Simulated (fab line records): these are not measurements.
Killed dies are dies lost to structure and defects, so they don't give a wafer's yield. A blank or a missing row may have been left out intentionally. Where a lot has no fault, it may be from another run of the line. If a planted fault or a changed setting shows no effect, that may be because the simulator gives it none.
fab line records	flow sky130
record lots=10	wafers=30	last-day=50
route steps=708 shown FIELD_ISO@28 DNWELL@44 LDD_N@253 LDD_P@265 LDD_HVP@287
lots untouched by any fault: they come from a run of this same line in which no faults occurred
start-h: the number of hours between the record's first day and the start of the first shown wafer of the lot	wait-h: hours from the lot's prior step to this one	" same as the row above	L1.1+2: a single row standing in for several wafers	- value missing, or start not given	* or withheld: withheld	< > ~ a bound
route shown NAME@n: a module of which the file shows steps, and the number in the route of the first	usual: mean/standard deviation taken from wafers without a fault	same: alike in all rows	chamber/n: place in a boat	sites: the reading at each site	_std_site: standard deviation across them	_edge_site: outer sites' mean less inner sites'	radius-mm: for every site, how far away it sits from the centre of the wafer	mask NAME#n: copy n	behind: tool/chamber where the wafer was last shaped	hold: what put the lot on hold/how long, in hours/how the hold closed	device: the n, p or np transistor that did not switch	end of line: at the end of the route, the tests of the same wafers	a step given without rows: its recipe and nothing more	killed: dies that structure and defects cost at the first sort, which is not the same as the wafer's yield	map: a wafer's dies, marking killed ones x, the rest . and places with no die _
set.NAME: the run value of the setting; set.NAME@STEP: its run value at that earlier step	model.NAME: the simulator's own value behind a step, which no gauge read
a sample of lots followed through the steps of the route, with each step as a table and each wafer as a row
services: from which hour (start-h, from the record's first day; less than 0 if before it) a tool's chamber was out of use, for how many hours, and why
## steps
# step SKY_FIELD_ISO_CMP_27
# recipe stop-on=Si3N4	t-overpolish-s=16	down-force-psi=4	platen-rpm=60	target-thk-nm=457.8	pad-velocity-m-s=0.94248
# usual motor-current-A=12.2/0.99	overpolish-run-s=15.999/0.0089	time-to-endpoint-s=114/4
# same t-overpolish-s=16
lot.wafer	tool	chamber	start-h	wait-h	motor-current-A	overpolish-run-s	time-to-endpoint-s
L519.1	cmp-01	3	34.41	0.1	12.9	15.993	115
L519.5	"	0	"	"	12.6	15.986	117
L519.6	"	1	"	"	13.7	15.988	113
L520.2	cmp-01	1	38.13	0.0	13.6	15.996	113
L520.4	"	2	"	"	12.6	15.996	108
L520.1	"	0	"	"	12.7	16.000	105
L523.3	cmp-01	0	55.67	0.1	12.4	16.003	112
L523.2	"	1	"	"	13.2	16.006	112
L523.6	"	0	"	"	13.5	16.004	107
L524.2	cmp-02	1	59.64	0.0	12.1	16.015	114
L524.1	"	3	"	"	12.2	15.999	118
L524.6	"	1	"	"	12.5	16.001	116
L527.1	cmp-01	1	73.44	0.0	13.7	16.006	107
L527.2	"	2	"	"	12.3	15.985	110
L527.6	"	1	"	"	13.1	15.983	110
L530.3	cmp-02	1	94.15	0.1	11.3	15.995	113
L530.1	"	2	"	"	10.7	16.002	113
L530.5	"	0	"	"	10.7	15.995	114
L531.4	cmp-02	0	99.26	0.0	11.4	15.996	112
L531.3	"	1	"	"	11.7	16.013	109
L531.1	"	3	"	"	11.5	15.993	114
L539.1	cmp-01	1	138.42	0.1	13.0	16.019	105
L539.3	"	2	"	"	13.1	15.990	109
L539.6	"	0	"	"	12.2	16.001	112
L540.1	cmp-02	3	142.80	0.1	12.0	15.996	115
L540.4	"	1	"	"	11.5	15.991	114
L540.5	"	2	"	"	10.7	16.014	117
L541.1	cmp-02	2	149.67	0.0	10.8	16.013	116
L541.3	"	3	"	"	11.6	15.972	121
L541.2	"	1	"	"	11.2	16.006	117
# step SKY_DNWELL_TW_MEAS_09
# usual DNWELL_TW=1124/7.3
lot.wafer	tool	chamber	start-h	wait-h	DNWELL_TW
L519.1	film-metro-03	-	52.45	0.1	1134
L519.5	"	-	"	"	1130
L519.6	"	-	"	"	1120
L520.1	film-metro-02	-	55.98	0.1	1120
L520.2	"	-	"	"	1117
L520.4	"	-	"	"	1118
L523.2	film-metro-03	-	74.41	0.1	1135
L523.3	"	-	"	"	1130
L523.6	"	-	"	"	1129
L524.1	film-metro-03	-	81.79	0.1	1134
L524.2	"	-	"	"	1147
L524.6	"	-	"	"	1135
L527.1	film-metro-01	-	93.14	0.1	1111
L527.2	"	-	"	"	1109
L527.6	"	-	"	"	1107
L530.1	film-metro-01	-	114.22	0.1	1124
L530.3	"	-	"	"	1123
L530.5	"	-	"	"	1113
L531.1	film-metro-03	-	119.49	0.1	1120
L531.3	"	-	"	"	1113
L531.4	"	-	"	"	1114
L539.1	film-metro-02	-	160.69	0.1	1131
L539.3	"	-	"	"	1127
L539.6	"	-	"	"	1135
L540.1	film-metro-02	-	166.80	0.1	1120
L540.4	"	-	"	"	1116
L540.5	"	-	"	"	1120
L541.1	film-metro-02	-	172.34	0.1	1118
L541.2	"	-	"	"	1115
L541.3	"	-	"	"	1116
# step SKY_LDD_N_STRIP_16
# recipe chemistry=O2/N2	power-w=1400	pressure-mtorr=1500	platen-temp-c=withheld	o2-flow-sccm=3000	n2-flow-sccm=300	overash-fraction=0.5
# usual chamber-pressure-mTorr=1500.2/1.5	drypump-motor-current-A=5.8/0.53	oes-product-au=0.406/0.0042	strip-time-to-endpoint-s=4.312/0.015
lot.wafer	tool	chamber	start-h	wait-h	chamber-pressure-mTorr	drypump-motor-current-A	oes-product-au	rf-hours-counter-h	strip-time-to-endpoint-s
L519.1	plasma-asher-02	1	396.23	0.1	1498.4	5.7	0.409	68	4.291
L519.5	"	1	"	"	1497.4	5.8	0.406	-	4.324
L519.6	"	0	"	"	1499.6	6.1	0.405	-	4.293
L520.1	plasma-asher-03	0	408.73	0.1	1501.3	4.9	0.408	70	4.319
L520.2	"	1	"	"	1501.4	5.7	0.413	70	4.326
L520.4	"	1	"	"	1500.4	5.7	0.408	-	4.322
L523.2	plasma-asher-01	0	440.98	0.1	1501.2	6.6	0.406	65	4.312
L523.3	"	1	"	"	1499.0	6.1	0.404	-	4.320
L523.6	"	0	"	"	1497.8	6.6	0.409	-	4.300
L524.1	plasma-asher-02	1	456.09	0.1	1500.8	5.8	0.403	1	4.329
L524.2	"	0	"	"	1501.2	6.1	0.406	1	4.314
L524.6	"	0	"	"	1502.8	6.1	0.416	-	4.325
L527.1	plasma-asher-03	0	480.88	0.1	1501.0	4.9	0.412	78	4.305
L527.2	"	1	"	"	1501.8	5.7	0.418	78	4.321
L527.6	"	0	"	"	1500.7	4.9	0.404	-	4.297
L530.1	plasma-asher-03	0	506.88	0.1	1503.2	4.9	0.579	81	-
L530.3	"	0	"	"	1524.3	5.0	0.620	-	-
L530.5	"	1	"	"	1519.2	5.8	0.567	-	-
L531.1	plasma-asher-02	0	514.89	0.1	1501.0	6.1	0.400	7	4.316
L531.3	"	1	"	"	1501.1	5.8	0.402	-	4.303
L531.4	"	0	"	"	1501.4	6.1	0.405	-	4.326
L539.1	plasma-asher-01	0	578.48	0.1	1501.1	6.6	0.408	79	4.334
L539.3	"	0	"	"	1498.9	6.6	0.411	-	4.302
L539.6	"	0	"	"	1500.2	6.6	0.408	-	4.310
L540.1	plasma-asher-02	1	589.78	0.1	1499.3	5.7	0.412	14	4.299
L540.4	"	0	"	"	1499.7	6.1	0.409	-	4.301
L540.5	"	1	"	"	1502.5	5.7	0.403	-	4.295
L541.1	plasma-asher-02	0	596.78	0.1	1500.0	6.1	0.407	15	4.307
L541.2	"	1	"	"	1499.9	5.8	0.405	15	4.302
L541.3	"	1	"	"	1497.8	5.7	0.405	-	4.313
# step SKY_LDD_P_STRIP_10
# recipe chemistry=O2/N2	power-w=1400	pressure-mtorr=1500	platen-temp-c=withheld	o2-flow-sccm=3000	n2-flow-sccm=300	overash-fraction=0.5
# usual chamber-pressure-mTorr=1499.9/1.2	drypump-motor-current-A=5.6/0.33	oes-product-au=0.716/0.0043	strip-time-to-endpoint-s=14.19/0.049
lot.wafer	tool	chamber	start-h	wait-h	chamber-pressure-mTorr	drypump-motor-current-A	oes-product-au	rf-hours-counter-h	strip-time-to-endpoint-s
L519.1	plasma-asher-04	1	426.16	0.1	1500.9	5.8	0.722	30	14.17
L519.5	"	1	"	"	1500.3	5.8	0.715	-	14.15
L519.6	"	0	"	"	1499.7	5.4	0.719	-	14.17
L520.1	plasma-asher-04	1	439.23	0.1	1499.8	5.8	0.712	32	14.23
L520.2	"	0	"	"	1502.3	5.4	0.711	32	14.15
L520.4	"	0	"	"	1499.4	5.4	0.712	-	14.20
L523.2	plasma-asher-02	0	471.90	0.1	1501.5	6.1	0.712	3	14.17
L523.3	"	0	"	"	1500.2	6.1	0.715	-	14.11
L523.6	"	1	"	"	1498.0	5.8	0.711	-	14.16
L524.1	plasma-asher-04	1	487.35	0.1	1498.5	5.8	0.715	37	14.15
L524.2	"	0	"	"	1501.0	5.4	0.715	37	14.16
L524.6	"	1	"	"	1501.0	5.8	0.717	-	14.20
L527.1	plasma-asher-02	0	512.15	0.1	1498.1	6.1	0.715	7	14.25
L527.2	"	1	"	"	1500.0	5.7	0.716	7	14.23
L527.6	"	1	"	"	1501.1	5.7	0.723	-	14.29
L530.1	plasma-asher-04	1	536.85	0.1	1496.9	5.8	0.714	42	17.87
L530.3	"	1	"	"	1499.9	5.8	0.714	-	17.83
L530.5	"	0	"	"	1500.0	5.4	0.721	-	17.83
L531.1	plasma-asher-02	0	544.88	0.1	1503.6	6.1	0.721	10	14.27
L531.3	"	0	"	"	1499.8	6.1	0.726	-	14.25
L531.4	"	1	"	"	1499.8	5.7	0.720	-	14.22
L539.1	plasma-asher-04	0	607.31	0.1	1500.8	5.4	0.721	50	14.22
L539.3	"	1	"	"	1497.7	5.8	0.714	-	14.24
L539.6	"	1	"	"	1499.3	5.8	0.715	-	14.17
L540.1	plasma-asher-03	0	619.31	0.1	1500.2	4.9	0.717	90	14.25
L540.4	"	1	"	"	1500.0	5.8	0.714	-	14.21
L540.5	"	0	"	"	1499.0	4.9	0.715	-	14.23
L541.1	plasma-asher-04	1	626.48	0.1	1499.8	5.8	0.715	52	14.26
L541.2	"	0	"	"	1499.1	5.4	0.708	52	14.27
L541.3	"	0	"	"	1499.2	5.4	0.717	-	14.25
# step SKY_LDD_P_TW_MEAS_11
# usual LDD_P_TW=639/3.1
lot.wafer	tool	chamber	start-h	wait-h	hold	LDD_P_TW
L519.1	film-metro-03	-	426.26	0.1	-	636
L519.5	"	-	"	"	-	637
L519.6	"	-	"	"	-	636
L520.1	film-metro-03	-	439.33	0.1	-	640
L520.2	"	-	"	"	-	642
L520.4	"	-	"	"	-	641
L523.2	film-metro-02	-	472.01	0.1	-	637
L523.3	"	-	"	"	-	640
L523.6	"	-	"	"	-	640
L524.1	film-metro-01	-	487.45	0.1	-	637
L524.2	"	-	"	"	-	635
L524.6	"	-	"	"	-	635
L527.1	film-metro-02	-	512.25	0.1	-	640
L527.2	"	-	"	"	-	639
L527.6	"	-	"	"	-	634
L530.1	film-metro-03	-	536.95	0.1	await-dispo/0.2h/release	30
L530.3	"	-	"	"	await-dispo/0.2h/release	30
L530.5	"	-	"	"	await-dispo/0.2h/release	30
L530.1	film-metro-03	-	537.18	0.2	-	30
L530.3	"	-	"	"	-	30
L530.5	"	-	"	"	-	30
L531.1	film-metro-03	-	544.98	0.1	-	634
L531.3	"	-	"	"	-	632
L531.4	"	-	"	"	-	642
L539.1	film-metro-03	-	607.41	0.1	-	639
L539.3	"	-	"	"	-	637
L539.6	"	-	"	"	-	639
L540.1	film-metro-01	-	619.41	0.1	-	641
L540.4	"	-	"	"	-	639
L540.5	"	-	"	"	-	642
L541.1	film-metro-01	-	626.58	0.1	-	641
L541.2	"	-	"	"	-	646
L541.3	"	-	"	"	-	641
# step SKY_LDD_HVP_STRIP_09
# recipe chemistry=O2/N2	power-w=1400	pressure-mtorr=1500	platen-temp-c=withheld	o2-flow-sccm=3000	n2-flow-sccm=300	overash-fraction=0.5
# usual chamber-pressure-mTorr=1500.1/1.4	drypump-motor-current-A=5.9/0.35	oes-product-au=0.409/0.0047	strip-time-to-endpoint-s=4.138/0.014
lot.wafer	tool	chamber	start-h	wait-h	chamber-pressure-mTorr	drypump-motor-current-A	oes-product-au	rf-hours-counter-h	strip-time-to-endpoint-s
L519.1	plasma-asher-02	0	488.28	0.1	1500.7	6.1	0.411	4	4.140
L519.5	"	0	"	"	1499.9	6.1	0.407	-	4.140
L519.6	"	1	"	"	1497.7	5.7	0.411	-	4.115
L520.1	plasma-asher-04	1	500.48	0.1	1499.8	5.8	0.408	39	4.144
L520.2	"	0	"	"	1498.0	5.4	0.405	39	4.145
L520.4	"	0	"	"	1500.2	5.4	0.418	-	4.146
L523.2	plasma-asher-02	1	533.08	0.1	1501.1	5.7	0.411	9	4.154
L523.3	"	1	"	"	1499.6	5.8	0.404	-	4.135
L523.6	"	1	"	"	1499.1	5.7	0.408	-	4.154
L524.1	plasma-asher-02	0	547.51	0.1	1501.5	6.1	0.421	10	4.138
L524.2	"	1	"	"	1500.9	5.7	0.413	10	4.110
L524.6	"	0	"	"	1500.4	6.1	0.409	-	4.095
L527.1	plasma-asher-01	0	571.94	0.1	1502.0	6.6	0.407	78	4.146
L527.2	"	1	"	"	1500.2	6.1	0.411	78	4.144
L527.6	"	1	"	"	1500.7	6.1	0.404	-	4.141
L531.1	plasma-asher-02	0	604.01	0.1	1503.5	6.1	0.408	15	4.129
L531.3	"	1	"	"	1498.8	5.8	0.405	-	4.136
L531.4	"	0	"	"	1502.5	6.1	0.407	-	4.129
L539.1	plasma-asher-01	0	664.89	0.1	1499.0	6.5	0.407	88	4.124
L539.3	"	1	"	"	1499.2	6.1	0.408	-	4.123
L539.6	"	1	"	"	1499.8	6.1	0.405	-	4.130
L540.1	plasma-asher-01	1	676.34	0.1	1500.0	6.1	0.407	89	4.131
L540.4	"	1	"	"	1500.5	6.1	0.408	-	4.147
L540.5	"	1	"	"	1501.1	6.1	0.410	-	4.149
L541.1	plasma-asher-01	0	683.28	0.1	1499.7	6.6	0.414	90	4.174
L541.2	"	1	"	"	1500.6	6.1	0.403	90	4.144
L541.3	"	1	"	"	1500.7	6.1	0.404	-	4.159
## services
tool	chamber	start-h	hours	kind
cmp-01	-	42.94	0.4	repair
cmp-02	-	53.38	3.8	pm
cmp-02	-	64.00	4.0	pm
plasma-asher-02	-	80.71	8.3	repair
cmp-02	-	104.61	4.0	repair
plasma-asher-04	-	108.79	9.0	pm
cmp-01	-	127.94	6.2	repair
cmp-02	-	129.42	3.9	repair
cmp-01	-	130.82	1.0	repair
cmp-01	-	134.17	3.8	pm
cmp-02	-	147.53	0.3	repair
cmp-01	-	151.77	3.9	pm
plasma-asher-01	-	188.90	2.5	repair
cmp-01	-	203.68	1.7	repair
cmp-01	-	232.00	4.0	pm
plasma-asher-02	-	313.45	2.8	repair
plasma-asher-02	-	340.03	12.6	pm
plasma-asher-02	-	421.25	9.0	pm
plasma-asher-02	-	439.19	14.6	pm
plasma-asher-01	-	495.47	7.8	pm
plasma-asher-01	-	536.00	0.5	repair
plasma-asher-02	-	567.20	13.2	repair
plasma-asher-04	-	580.69	2.2	repair
plasma-asher-01	-	637.79	3.7	repair
## key
first-sign step=SKY_LDD_N_STRIP_16	reading=oes-product-au	direction=up	sigmas=44	usual=0.406	struck=0.589
effect step=SKY_LDD_N_STRIP_16	reading=chamber-pressure-mTorr	direction=up	sigmas=10	usual=1500.2	struck=1515.6
effect step=SKY_LDD_P_STRIP_10	reading=strip-time-to-endpoint-s	direction=up	sigmas=75	usual=*	struck=*
effect step=SKY_LDD_P_TW_MEAS_11	reading=visit	direction=added
effect step=SKY_LDD_P_TW_MEAS_11	reading=LDD_P_TW	direction=down	sigmas=99+	usual=639	struck=30
met-at SKY_LDD_N_STRIP_16
struck-lots L530
scrapped-behind SKY_LDD_P_TW_MEAS_11 L530.1,L530.3,L530.5
not-acting-at SKY_FIELD_ISO_CMP_27,SKY_DNWELL_TW_MEAS_09,SKY_LDD_HVP_STRIP_09
onset-between 480.88 506.88
fault kind=strip-aborted	tool=plasma-asher-03	chamber=-	onset-h=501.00	steps=SKY_LDD_N_STRIP_16	offset=0.9998	end-h=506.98
